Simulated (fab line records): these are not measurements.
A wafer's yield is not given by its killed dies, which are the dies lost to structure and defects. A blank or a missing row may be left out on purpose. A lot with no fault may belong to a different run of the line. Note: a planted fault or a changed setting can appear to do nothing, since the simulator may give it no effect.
Struck lot and sound lot, side by side | flow sky130 | 44 steps out of a route of 708
Sound: wafers L465.3, L465.5, L465.6. Wafers L456.3, L456.4, L456.6 were the ones struck. The cause comes at the end.
Each step with rows lists, per side, the tool, then ch with its chambers, then its first start. Under that, the readings that differ: sound wafers | struck wafers | difference of the means | sigmas: that difference in standard deviations of wafers without a fault.
alike: readings whose means differ by less than 2 such deviations, and words and numbers that are the same on both sides. not compared: withheld readings, readings that some wafer has no value for, bounds like >300 that may hide the same value, and numbers for which the record gives no deviation and whose values overlap.
A row with sigmas, a row that says differs or no value, or rows on one side alone: a step with any of these is where the two part. Non-overlapping numbers with no deviation appear without sigmas and do not part them. A reading missing from all wafers of one side parts the sides only when that side holds two or more wafers.

first, 6 steps without rows for these wafers: SKY_VT_ADJUST_LVTN_HMDS_12 (prime time 60 s); SKY_VT_ADJUST_LVTN_COAT_13 (resist thk 1140 nm); SKY_VT_ADJUST_LVTN_SOFTBAKE_14 (time 60 s); SKY_VT_ADJUST_LVTN_EXPOSE_15 (exposes mask HVN STD DERIVED, target cd 600 nm); SKY_VT_ADJUST_LVTN_PEB_16; SKY_VT_ADJUST_LVTN_DEVELOP_17 (develop time 60 s).
SKY_VT_ADJUST_LVTN_OVL_MEAS_18:
  struck on overlay-01, day 10 19:31; sound on overlay-01, day 13 02:22
  alike: VT_ADJUST_LVTN_01_OVL
following that, these wafers have no rows for 1 step: SKY_VT_ADJUST_LVTN_IMPLANT_19.
SKY_VT_ADJUST_LVTN_STRIP_20: strips in O2/N2.
  sound on plasma asher-02 ch 0,1, day 13 02:35; struck on plasma asher-01 ch 0,1, day 10 19:44
  reading                      | sound             | struck            | difference | sigmas
  strip time to endpoint s (s) | 14.22 14.25 14.20 | 14.12 14.14 14.11 | -0.10      | -2
  alike: drypump motor current A, o2 flow sccm, oes product au
  not compared: rf hours counter h
SKY_VT_ADJUST_LVTN_TW_MEAS_21:
  struck on film metro-04, day 10 19:49; sound on film metro-03, day 13 02:40
  alike: VT_ADJUST_LVTN_2_TW
then, 2 steps without rows for these wafers: SKY_VT_ADJUST_NCORE_DEHYDRATE_00 (time 60 s); SKY_VT_ADJUST_NCORE_HMDS_01 (prime time 60 s).
SKY_VT_ADJUST_NCORE_COAT_02: resist thk 1140 nm.
  sound on litho track-02 ch 0, day 13 15:14; struck on litho track-02, day 11 06:56
  no value came back on the struck wafers for chill plate temp C (C), dispense pressure kPa (kPa); on the sound wafers chill plate temp C (C) reads 23.03 22.83 22.94
then, 4 steps without rows for these wafers: SKY_VT_ADJUST_NCORE_SOFTBAKE_03 (time 60 s); SKY_VT_ADJUST_NCORE_EXPOSE_04 (exposes mask LVTN COMPLEMENT THIN, target cd 380 nm); SKY_VT_ADJUST_NCORE_PEB_05; SKY_VT_ADJUST_NCORE_DEVELOP_06 (develop time 60 s).
SKY_VT_ADJUST_NCORE_CD_MEAS_07: target cd 380 nm.
  struck on cd sem-02, day 11 18:21; sound on cd sem-01, day 14 04:36
  reading    | sound             | struck | difference                    | sigmas
  cd nm (nm) | 378.7 380.1 376.9 | - - -  | no value on the struck wafers |
SKY_VT_ADJUST_NCORE_OVL_MEAS_08:
  struck on overlay-01, day 11 18:26; sound on overlay-01, day 14 04:41
  reading                  | sound       | struck | difference                    | sigmas
  VT_ADJUST_NCORE_OVL (nm) | 2.9 1.6 2.2 | - - -  | no value on the struck wafers |
following that, these wafers have no rows for 1 step: SKY_VT_ADJUST_NCORE_IMPLANT_09.
SKY_VT_ADJUST_NCORE_STRIP_10: strips in O2/N2.
  sound on plasma asher-04 ch 0,1, day 14 04:54; struck on plasma asher-01 ch 0,1, day 11 18:39
  no value came back on the struck wafers for oes product au (a.u.), strip time to endpoint s (s); on the sound wafers oes product au (a.u.) reads 0.704 0.717 0.713
  alike: drypump motor current A, o2 flow sccm
  not compared: rf hours counter h
SKY_VT_ADJUST_NCORE_TW_MEAS_11:
  struck on film metro-04, day 11 18:44; sound on film metro-03, day 14 04:59
  alike: VT_ADJUST_NCORE_TW
then, 7 steps without rows for these wafers: SKY_VT_ADJUST_HVTR_DEHYDRATE_00 (time 60 s); SKY_VT_ADJUST_HVTR_HMDS_01 (prime time 60 s); SKY_VT_ADJUST_HVTR_COAT_02 (resist thk 1140 nm); SKY_VT_ADJUST_HVTR_SOFTBAKE_03 (time 60 s); SKY_VT_ADJUST_HVTR_EXPOSE_04 (exposes mask HVTRM, target cd 380 nm); SKY_VT_ADJUST_HVTR_PEB_05; SKY_VT_ADJUST_HVTR_DEVELOP_06 (develop time 60 s).
SKY_VT_ADJUST_HVTR_CD_MEAS_07: target cd 380 nm.
  struck on cd sem-02, day 12 18:40; sound on cd sem-02, day 15 06:45
  alike: cd nm
SKY_VT_ADJUST_HVTR_OVL_MEAS_08:
  struck on overlay-01, day 12 18:45; sound on overlay-02, day 15 06:50
  reading                 | sound       | struck         | difference | sigmas
  VT_ADJUST_HVTR_OVL (nm) | 0.7 2.6 1.3 | -2.4 -1.4 -1.1 | -3.2       | -2
following that, these wafers have no rows for 1 step: SKY_VT_ADJUST_HVTR_IMPLANT_09.
SKY_VT_ADJUST_HVTR_STRIP_10: strips in O2/N2.
  sound on plasma asher-02 ch 0,1, day 15 07:03; struck on plasma asher-01 ch 0,1, day 12 18:58
  alike: drypump motor current A, o2 flow sccm, oes product au, strip time to endpoint s
  not compared: rf hours counter h
SKY_VT_ADJUST_HVTR_TW_MEAS_11:
  struck on film metro-03, day 12 19:03; sound on film metro-02, day 15 07:08
  reading           | sound             | struck            | difference | sigmas
  VT_ADJUST_HVTR_TW | 212.7 211.8 212.4 | 266.5 266.6 267.6 | +54.6      | +18
then, 7 steps without rows for these wafers: SKY_VT_ADJUST_PCH_DEHYDRATE_00 (time 60 s); SKY_VT_ADJUST_PCH_HMDS_01 (prime time 60 s); SKY_VT_ADJUST_PCH_COAT_02 (resist thk 3000 nm); SKY_VT_ADJUST_PCH_SOFTBAKE_03; SKY_VT_ADJUST_PCH_EXPOSE_04 (exposes mask NWM, target cd 840 nm); SKY_VT_ADJUST_PCH_PEB_05; SKY_VT_ADJUST_PCH_DEVELOP_06 (develop time 60 s).
SKY_VT_ADJUST_PCH_OVL_MEAS_07:
  struck on overlay-02, day 13 20:32; sound on overlay-01, day 16 11:00
  alike: VT_ADJUST_PCH_OVL
SKY_VT_ADJUST_PCH_TW_MEAS_10:
  struck on film metro-04, day 13 20:50; sound on film metro-02, day 16 11:17
  reading          | sound             | struck            | difference | sigmas
  VT_ADJUST_PCH_TW | 142.4 142.5 142.8 | 232.2 232.9 232.1 | +89.8      | +69
SKY_SONOS_TUNNEL_TW_MEAS_12:
  struck on film metro-04, day 15 00:05; sound on film metro-01, day 17 16:03
  reading         | sound             | struck            | difference | sigmas
  SONOS_TUNNEL_TW | 195.2 194.8 194.3 | 255.5 254.9 256.1 | +60.7      | +28

## WHERE THEY PART
Earliest at SKY_VT_ADJUST_LVTN_STRIP_20; latest, in this record, at SKY_SONOS_TUNNEL_TW_MEAS_12.

WHY: the cause the simulator had injected
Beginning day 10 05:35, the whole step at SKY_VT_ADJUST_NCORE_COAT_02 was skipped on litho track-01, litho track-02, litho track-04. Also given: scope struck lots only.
